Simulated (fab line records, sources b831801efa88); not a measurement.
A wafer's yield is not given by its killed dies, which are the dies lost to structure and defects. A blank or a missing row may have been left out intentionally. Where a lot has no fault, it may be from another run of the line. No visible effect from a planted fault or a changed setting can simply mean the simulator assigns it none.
Struck lot and sound lot, side by side || flow sky130 || 15 out of 708 route steps
Sound: these wafers, L542.2, L542.3, L542.4. Struck: wafer L534.1 (L534.4, L534.5, from the same lot, were not struck and are left out); the cause is given at the end.
For every step that has rows: the tool of each side, followed by ch and its chambers, followed by its first start. Under that, the readings that differ: sound wafers || struck wafers || difference of the means || sigmas: that difference in standard deviations of wafers without a fault.
alike: readings with means less than 2 such deviations apart, plus words and numbers identical on both sides. not compared: withheld readings, readings lacking a value on some wafer, bounds such as >300 that could conceal the same value, and numbers that have no deviation in the record and whose values overlap.
A row with sigmas, a row that says differs or no value, or rows on one side alone: a step with any of these is where the two part. Non-overlapping numbers with no deviation appear without sigmas and do not part them. A reading missing from all wafers of one side parts the sides only when that side holds two or more wafers.

first, 3 steps without rows for these wafers: SKY_LDD_N_EXPOSE_04 (exposes mask NTM, target cd 840 nm); SKY_LDD_N_PEB_05; SKY_LDD_N_DEVELOP_06 (develop time 60 s).
SKY_LDD_N_OVL_MEAS_07:
  sound: overlay-02 at day 23 02:55; struck: overlay-01 at day 20 00:39
  alike: LDD_N_OVL
then, 8 steps without rows for these wafers: SKY_LDD_N_IMPLANT_08; SKY_LDD_N_IMPLANT_09; SKY_LDD_N_IMPLANT_10; SKY_LDD_N_IMPLANT_11; SKY_LDD_N_IMPLANT_12; SKY_LDD_N_IMPLANT_13; SKY_LDD_N_IMPLANT_14; SKY_LDD_N_IMPLANT_15.
SKY_LDD_N_STRIP_16: strips in O2/N2.
  sound on plasma_asher-04 ch 0,1, day 23 04:08; struck on plasma_asher-04 ch 1, day 20 01:53
{"reading": "overash_fraction", "sound": "0.5 0.5 0.5", "struck": 0.3, "difference": -0.2, "sigmas": ""}
  alike: chamber_pressure_mTorr, drypump_motor_current_A, oes_product_au, strip_time_to_endpoint_s
  not compared: rf_hours_counter_h
SKY_LDD_N_TW_MEAS_17:
  sound: film_metro-02 at day 23 04:15; struck: film_metro-02 at day 20 01:59
  alike: LDD_N_TW
-- a jump in the record: the struck wafers' starts before and after are 27 days apart (it breaks off in module LDD_N and resumes in module PAD_OPEN, where the first step shown is number 708 of the route) --
SKY_PAD_OPEN_PROBE_99:
  sound: prober-02 at day 49 11:35; struck: prober-01 at day 47 09:37
  alike: killed_at_M0_to_M3, killed_at_M4_up, killed_at_contacts, killed_at_front_end, killed_at_other, killed_dies, killed_open, killed_short

== WHERE THEY PART ==
Nowhere in this record.

WHY: whatever the simulator had introduced
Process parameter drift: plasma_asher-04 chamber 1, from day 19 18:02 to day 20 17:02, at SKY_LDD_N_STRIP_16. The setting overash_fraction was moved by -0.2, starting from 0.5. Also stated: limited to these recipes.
